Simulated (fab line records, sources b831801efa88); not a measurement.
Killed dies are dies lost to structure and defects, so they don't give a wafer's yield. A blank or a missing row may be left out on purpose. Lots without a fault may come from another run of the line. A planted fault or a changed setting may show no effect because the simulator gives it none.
fab line records | flow sky130
record lots=13 wafers=39 last_day=50
route steps=708 shown SONOS_ONO@169 LDD_N@244 CONTACT@430
lots that met no fault: from a run of the same line without faults
start_h: hours from the record's first day to the start of the lot's first wafer shown | wait_h: hours since the lot's step before | " the same as in the row above | L1.1+2: a row that stands for several wafers | - no value, or no start given | * or withheld: withheld | < > ~ a bound
route shown NAME@n: a module of which the file shows steps, and the number in the route of the first | usual: mean/standard deviation of fault-free wafers | same: alike in all rows | chamber/n: place in a boat | sites: the reading at each site | _std_site: their standard deviation | _edge_site: outer sites' mean less inner sites' | radius_mm: how far each site lies from the wafer's centre | mask NAME#n: copy n | behind: the tool/chamber that last shaped the wafer | hold: why the lot was held/for how many hours/how that ended | device: the transistor (n, p or np) that didn't switch | end of line: the same wafers' tests at the end of the route | a step without rows: its recipe alone | killed: dies lost to structure and defects at the first sort, not the wafer's yield | map: a wafer's dies, x killed, . not, _ none there
set.NAME: the setting as run; set.NAME@STEP: as run at that earlier step | model.NAME: the simulator's own value behind a step, which no gauge read
steps of the route over a sample of lots; a table a step, a row a wafer
services: from which hour (start_h, from the record's first day; less than 0 if before it) a tool's chamber was out of use, for how many hours, and why
## steps
# step SKY_SONOS_ONO_THK_MEAS_01
# recipe reads=SiO2_of_SONOS_ONO_OXIDATION_00
# usual SONOS_ONO_OXIDATION_THK=2.58/0.054
# columns lot.wafer tool chamber start_h wait_h SONOS_ONO_OXIDATION_THK[nm]
L422.1 film_metro-01 - 281.55 0.0 2.55
L422.3 " - " " 2.54
L422.6 " - " " 2.56
L424.3 film_metro-03 - 296.76 0.0 2.58
L424.5 " - " " 2.57
L424.6 " - " " 2.53
L425.1 film_metro-03 - 311.92 0.0 2.67
L425.2 " - " " 2.65
L425.6 " - " " 2.67
L427.1 film_metro-01 - 324.63 0.0 2.51
L427.3 " - " " 2.57
L427.5 " - " " 2.60
L429.1 film_metro-01 - 335.96 0.0 2.59
L429.2 " - " " 2.48
L429.5 " - " " 2.49
L430.1 film_metro-02 - 342.02 0.0 2.52
L430.3 " - " " 2.61
L430.5 " - " " 2.51
L432.3 film_metro-01 - 358.77 0.0 2.54
L432.4 " - " " 2.59
L432.6 " - " " 2.65
L433.4 film_metro-02 - 362.02 0.0 2.56
L433.5 " - " " 2.49
L433.6 " - " " 2.58
L434.2 film_metro-01 - 367.99 0.0 2.61
L434.5 " - " " 2.57
L434.6 " - " " 2.64
L435.1 film_metro-02 - 371.07 0.0 2.53
L435.2 " - " " 2.49
L435.3 " - " " 2.57
L438.1 film_metro-03 - 393.61 0.0 2.57
L438.4 " - " " 2.57
L438.5 " - " " 2.57
L439.2 film_metro-03 - 399.15 0.0 2.60
L439.5 " - " " 2.62
L439.6 " - " " 2.60
L441.2 film_metro-01 - 412.91 0.0 2.60
L441.3 " - " " 2.64
L441.6 " - " " 2.54
# step SKY_SONOS_ONO_DEVELOP_12
# recipe develop_time_s=60 dev_temp_c=23
# columns lot.wafer tool chamber start_h wait_h
L422.1+3+6 litho_track-04 0 307.59 0.1
L424.3+5+6 litho_track-03 0 323.49 0.1
L425.1+2+6 litho_track-04 0 340.44 0.1
L427.1+3+5 litho_track-04 0 355.34 0.1
L429.1+2+5 litho_track-03 0 363.84 0.1
L430.1+3+5 litho_track-01 0 372.19 0.1
L432.3+4+6 litho_track-04 0 387.59 0.1
L433.4+5+6 litho_track-03 0 394.06 0.1
L434.2+5+6 litho_track-04 0 402.12 0.1
L435.1+2+3 litho_track-03 0 402.19 0.1
L438.1+4+5 litho_track-03 0 424.89 0.1
L439.2+5+6 litho_track-03 0 432.41 0.1
L441.2+3+6 litho_track-03 0 446.86 0.1
# step SKY_SONOS_ONO_CD_MEAS_13
# recipe target_cd_nm=410
# usual cd_nm=408.9/2.8
# columns lot.wafer tool chamber start_h wait_h hold cd_nm
L422.1 cd_sem-01 - 307.74 0.1 - 410.6
L422.3 " - " " - 409.2
L422.6 " - " " - 410.0
L424.3 cd_sem-01 - 323.63 0.1 - 409.4
L424.5 " - " " - 412.3
L424.6 " - " " - 411.2
L425.1 cd_sem-02 - 340.59 0.1 - 411.6
L425.2 " - " " - 410.3
L425.6 " - " " - 411.5
L427.1 cd_sem-02 - 355.49 0.1 - 409.2
L427.3 " - " " - 410.4
L427.5 " - " " - 407.5
L429.1 cd_sem-02 - 363.99 0.1 - 410.4
L429.2 " - " " - 409.9
L429.5 " - " " - 409.4
L430.1 cd_sem-01 - 372.34 0.1 - 407.5
L430.3 " - " " - 405.7
L430.5 " - " " - 406.2
L432.3 cd_sem-02 - 387.73 0.1 - 404.3
L432.4 " - " " - 403.3
L432.6 " - " " - 403.1
L433.4 cd_sem-01 - 394.20 0.1 - 407.7
L433.5 " - " " - 407.5
L433.6 " - " " - 408.5
L434.2 cd_sem-02 - 402.26 0.1 - 410.1
L434.5 " - " " - 410.1
L434.6 " - " " - 409.1
L435.1 cd_sem-01 - 402.34 0.1 - 408.5
L435.2 " - " " - 408.1
L435.3 " - " " - 409.3
L438.1 cd_sem-01 - 425.04 0.1 - 405.7
L438.4 " - " " - 405.5
L438.5 " - " " - 403.7
L439.2 cd_sem-01 - 432.56 0.1 await_dispo/0.2h/release 395.0
L439.5 " - " " await_dispo/0.2h/release 392.8
L439.6 " - " " await_dispo/0.2h/release 391.8
L439.2 cd_sem-01 - 432.85 0.3 - 394.9
L439.5 " - " " - 392.1
L439.6 " - " " - 391.9
L441.2 cd_sem-01 - 447.01 0.1 await_dispo/0.2h/release 395.5
L441.3 " - " " await_dispo/0.2h/release 395.8
L441.6 " - " " await_dispo/0.2h/release 396.5
L441.2 cd_sem-01 - 447.30 0.3 - 395.4
L441.3 " - " " - 396.0
L441.6 " - " " - 396.4
# step SKY_LDD_N_OVL_MEAS_07
# usual LDD_N_OVL=0.8/1.5
# columns lot.wafer tool chamber start_h wait_h LDD_N_OVL[nm]
L422.1 overlay-02 - 428.09 0.1 0.3
L422.3 " - " " -0.9
L422.6 " - " " -1.3
L424.3 overlay-01 - 446.50 0.1 1.5
L424.5 " - " " 1.9
L424.6 " - " " 1.5
L425.1 overlay-01 - 465.94 0.1 0.5
L425.2 " - " " 0.7
L425.6 " - " " 0.2
L427.1 overlay-01 - 484.49 0.1 -1.4
L427.3 " - " " -2.2
L427.5 " - " " 0.6
L429.1 overlay-01 - 492.74 0.1 0.3
L429.2 " - " " 0.9
L429.5 " - " " -0.4
L430.1 overlay-02 - 500.29 0.1 1.4
L430.3 " - " " 0.5
L430.5 " - " " 0.7
L432.3 overlay-02 - 515.40 0.1 0.2
L432.4 " - " " -1.1
L432.6 " - " " 0.0
L433.4 overlay-01 - 525.86 0.1 2.2
L433.5 " - " " 1.9
L433.6 " - " " 1.6
L434.2 overlay-02 - 532.40 0.1 0.8
L434.5 " - " " 0.8
L434.6 " - " " 0.5
L435.1 overlay-01 - 532.44 0.1 1.0
L435.2 " - " " 2.3
L435.3 " - " " 0.3
L438.1 overlay-02 - 556.74 0.1 3.2
L438.4 " - " " 0.8
L438.5 " - " " 2.2
L439.2 overlay-02 - 562.50 0.1 1.4
L439.5 " - " " 2.8
L439.6 " - " " 2.0
L441.2 overlay-01 - 577.59 0.1 2.9
L441.3 " - " " 2.4
L441.6 " - " " 1.2
# step SKY_CONTACT_CVD_24
# recipe material=W target_thk_nm=340 time_s=102.12 temp_c=400 pressure_torr=40
# usual heater_power_w=838/99
# columns lot.wafer tool chamber start_h wait_h heater_power_w
L422.1 cvd_w-01 1 762.03 0.0 690
L422.3 " 1 " " 667
L422.6 " 1 " " 673
L424.3 cvd_w-02 0 775.71 0.1 827
L424.5 " 1 " " 917
L424.6 " 0 " " 807
L425.1 cvd_w-01 1 795.12 0.0 682
L425.2 " 0 " " 932
L425.6 " 1 " " 683
L427.1 cvd_w-01 0 809.23 0.0 935
L427.3 " 1 " " 668
L427.5 " 0 " " 930
L429.1 cvd_w-02 1 826.63 0.0 928
L429.2 " 1 " " 910
L429.5 " 1 " " 902
L430.1 cvd_w-02 1 828.66 0.0 931
L430.3 " 1 " " 917
L430.5 " 1 " " 900
L432.3 cvd_w-01 0 836.67 0.1 908
L432.4 " 1 " " 688
L432.6 " 0 " " 929
L433.4 cvd_w-02 0 851.06 0.1 818
L433.5 " 1 " " 930
L433.6 " 0 " " 816
L435.1 cvd_w-02 1 856.72 0.0 884
L435.2 " 0 " " 823
L435.3 " 1 " " 923
L434.2 cvd_w-01 1 857.83 0.0 698
L434.5 " 1 " " 674
L434.6 " 0 " " 951
L438.1 cvd_w-02 1 875.23 0.0 918
L438.4 " 1 " " 918
L438.5 " 0 " " 817
L439.2 cvd_w-01 1 883.11 0.0 686
L439.5 " 1 " " 694
L439.6 " 0 " " 925
L441.2 cvd_w-01 1 894.46 0.0 674
L441.3 " 0 " " 933
L441.6 " 0 " " 935
## services
# columns tool chamber start_h hours kind
cvd_w-02 - 319.86 6.0 pm
cvd_w-01 0 337.63 5.6 repair
cvd_w-02 1 379.54 3.0 repair
cvd_w-01 - 390.00 14.0 pm
cvd_w-01 0 390.00 14.0 vent_cycle
cvd_w-01 1 390.00 14.0 vent_cycle
cvd_w-01 0 404.00 - clean
cvd_w-01 1 404.00 - clean
cvd_w-02 - 480.95 6.9 pm
cvd_w-01 - 591.55 2.8 pm
cvd_w-02 - 594.30 28.1 pm
cvd_w-01 - 597.31 0.9 repair
cvd_w-02 - 678.06 11.7 repair
cvd_w-01 - 684.52 4.3 repair
litho_track-01 - 686.46 - consumable_replace:filter
litho_track-04 - 723.84 - consumable_replace:filter
cvd_w-02 - 816.58 3.8 pm
litho_track-03 - 821.15 - consumable_replace:filter
cvd_w-01 - 823.92 6.9 pm
cvd_w-02 0 824.18 11.1 repair
cvd_w-01 - 856.87 0.8 repair
cvd_w-02 - 888.10 2.8 pm
## key
first_sign step=SKY_SONOS_ONO_CD_MEAS_13 reading=visit direction=added
effect step=SKY_SONOS_ONO_CD_MEAS_13 reading=cd_nm direction=down sigmas=5.1 usual=408.9 struck=394.6
met_at SKY_SONOS_ONO_DEVELOP_12
struck_lots L439,L441
tester_left_out L439,L441
not_acting_at SKY_SONOS_ONO_THK_MEAS_01,SKY_LDD_N_OVL_MEAS_07,SKY_CONTACT_CVD_24
onset_between 424.89 432.41
also_fits time
fault kind=process_parameter_drift tool=litho_track-03 chamber=- onset_h=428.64 steps=SKY_SONOS_ONO_DEVELOP_12 channel=develop_time_s offset=* shape=step end_h=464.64 acts_in=* stated=*
# tester_left_out: of these lots the tester's yield and bins aren't shown, on N5 and GAA mostly nor the transistor test; their killed dies are dies lost to structure and defects alone, not to doping, threshold or leakage, so they don't give the yield
